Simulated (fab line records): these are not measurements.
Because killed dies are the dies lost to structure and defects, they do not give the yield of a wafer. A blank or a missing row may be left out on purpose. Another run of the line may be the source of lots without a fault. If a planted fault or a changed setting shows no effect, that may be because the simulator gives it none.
Which tool is to blame?    flow gf180mcu    Sampling: 6 lots, 18 wafers, 4 of 602 route steps

== WHAT THE GAUGES SHOWED, per wafer ==
GF_HV_LDD_THK_MEAS_55.
lot   measured      on            HV_LDD_CVD_54_THK (nm)
L806  day 12 13:43  filmMetro-03  10.14 9.99 9.98
L811  day 14 14:14  filmMetro-03  10.12 10.08 10.04
L813  day 15 02:59  filmMetro-01  20.02 19.94 19.90
L823  day 18 15:19  filmMetro-03  9.76 9.81 9.92
L826  day 19 15:48  filmMetro-03  9.99 9.93 9.99
L828  day 19 23:51  filmMetro-02  10.12 10.06 10.03

== WHICH TOOL RAN EACH LOT (tool, then ch and the chambers of the sampled wafers, then the start) ==
lot   GF_DUAL_GATE_STRIP_13                GF_POLY_GATE_ETCH_13             GF_HV_LDD_CVD_54
L806  plasmaAsher-02 ch 0,1, day 8 11:34   rieSi-02 ch 0,2, day 9 07:37     lpcvd-01 ch 0, day 12 12:42
L811  plasmaAsher-02 ch 0,1, day 10 05:07  rieSi-02 ch 0,1,3, day 11 01:52  lpcvd-01 ch 0, day 14 13:12
L813  plasmaAsher-02 ch 0,1, day 10 14:48  rieSi-02 ch 0,2,3, day 11 13:02  lpcvd-02 ch 0, day 15 01:58
L823  plasmaAsher-03 ch 0,1, day 13 13:32  rieSi-02 ch 0,2,3, day 14 14:14  lpcvd-02 ch 1, day 18 14:17
L826  plasmaAsher-04 ch 0,1, day 14 09:46  rieSi-01 ch 0,2, day 15 12:54    lpcvd-02 ch 0, day 19 14:47
L828  plasmaAsher-04 ch 0,1, day 14 22:11  rieSi-01 ch 1,2,3, day 15 22:55  lpcvd-01 ch 1, day 19 22:49
- GF_DUAL_GATE_STRIP_13: strips in O2/N2.
- GF_POLY_GATE_ETCH_13: etches poly-Si in HBr/Cl2, stops on SiO2, target depth 198.5 nm, time 69.6 s.
- GF_HV_LDD_CVD_54: deposits SiO2 from TEOS, target thk 10 nm, time 75 s.

== THE ANSWER, worked out from the rows above alone ==
Rule: usual is defined by the lots themselves. The widest of any qualifying gaps counts: lots, ordered by their means at a reading, are off when they make up no more than a third of the lots, leave a main group of 4 or more, and stand apart from it by 3 or more times the standard deviation of that group's means. Not used: any main group whose means are identical at the precision the tables above print for the reading. Also off: a lot with no number at a reading for which 4 or more lots have one. Any other lot the step has rows for is counted as sound.
Off: at GF_HV_LDD_THK_MEAS_55 (HV_LDD_CVD_54_THK), L813. Mean 10.00 nm and standard deviation 0.092 in the main group.
A tool fits if, at a process step before that reading, it ran every lot that is off, and no sound lot after the first of them. Gauges at GF_HV_LDD_THK_MEAS_55: tried the same way as those tools. Can't be told from this: 2 tools fit, plasmaAsher-02 at GF_DUAL_GATE_STRIP_13, filmMetro-01 at GF_HV_LDD_THK_MEAS_55.

== WHAT HAD BEEN PUT IN BY THE SIMULATOR ==
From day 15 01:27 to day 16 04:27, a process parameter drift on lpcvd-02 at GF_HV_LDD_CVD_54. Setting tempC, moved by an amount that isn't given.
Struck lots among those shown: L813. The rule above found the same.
